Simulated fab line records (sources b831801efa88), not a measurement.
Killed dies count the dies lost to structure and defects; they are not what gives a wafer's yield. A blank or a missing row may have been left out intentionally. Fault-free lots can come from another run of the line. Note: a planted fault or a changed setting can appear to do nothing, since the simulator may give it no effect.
Which of the tools did it? | flow gf180mcu | 18 wafers from 6 lots sampled at 3 of the route's 602 steps

== WHAT THE GAUGES READ, wafer by wafer ==
GF_VT_IMPLANT_RS_MEAS_48: measurement is done with a four-point probe.
lot  | measured     | on            | LVPWELL_RS (ohm/sq)
L308 | day 8 10:44  | film metro-03 | 1198 1194 1196
L311 | day 9 09:13  | film metro-03 | 1199 1195 1194
L315 | day 10 10:09 | film metro-03 | 1189 1189 1193
L320 | day 11 16:47 | film metro-02 | 1267 1267 1268
L324 | day 12 21:22 | film metro-01 | 1267 1266 1267
L328 | day 13 23:17 | film metro-01 | 1193 1189 1192

== WHICH TOOL RAN EACH LOT (tool, then ch and the chambers of the sampled wafers, then the start) ==
lot  | GF_NWELL_STRIP_10                   | GF_LVPWELL_IMPLANT_08
L308 | plasma asher-02 ch 0,1, day 4 00:53 | implanter-04 ch 0, day 4 14:21
L311 | plasma asher-01 ch 0,1, day 4 18:09 | implanter-01 ch 0, day 5 08:27
L315 | plasma asher-04 ch 0,1, day 5 14:38 | implanter-04 ch 0, day 6 05:41
L320 | plasma asher-02 ch 0,1, day 6 17:02 | implanter-04 ch 0, day 7 08:29
L324 | plasma asher-04 ch 0,1, day 7 15:55 | implanter-04 ch 0, day 8 08:26
L328 | plasma asher-04 ch 0,1, day 8 12:26 | implanter-01 ch 0, day 9 04:56
- GF_NWELL_STRIP_10: strips in O2/N2.
- GF_LVPWELL_IMPLANT_08

== THE ANSWER, worked out from the rows above alone ==
Rule: what is usual is taken from the lots themselves. The widest of any qualifying gaps counts: lots, ordered by their means at a reading, are off when they make up no more than a third of the lots, leave a main group of 4 or more, and stand apart from it by 3 or more times the standard deviation of that group's means. A main group whose means are all the same, to the digits that the tables above print for the reading, isn't used. A lot without any number at a reading at which 4 lots or more have one is off too. The other lots that the step has rows for count as sound.
Off: at GF_VT_IMPLANT_RS_MEAS_48 (LVPWELL_RS), L320, L324. Mean 1193 ohm/sq and standard deviation 2.6 in the main group.
A tool fits if, at a process step before that reading, it ran every lot that is off, and no sound lot after the first of them. The gauges at GF_VT_IMPLANT_RS_MEAS_48 are tried like those tools. One fits: GF_LVPWELL_IMPLANT_08 on implanter-04. A fault onset in the window from L315 (day 6 05:41, its last sound lot) to L320 (day 7 08:29, its first lot off) fits.

== WHAT HAD BEEN PUT IN BY THE SIMULATOR ==
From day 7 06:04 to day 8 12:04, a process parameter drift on implanter-04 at GF_LVPWELL_IMPLANT_08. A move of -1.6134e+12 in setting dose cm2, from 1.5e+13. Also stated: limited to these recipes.
Shown lots that were struck: L320, L324. This agrees with what the rule above found.
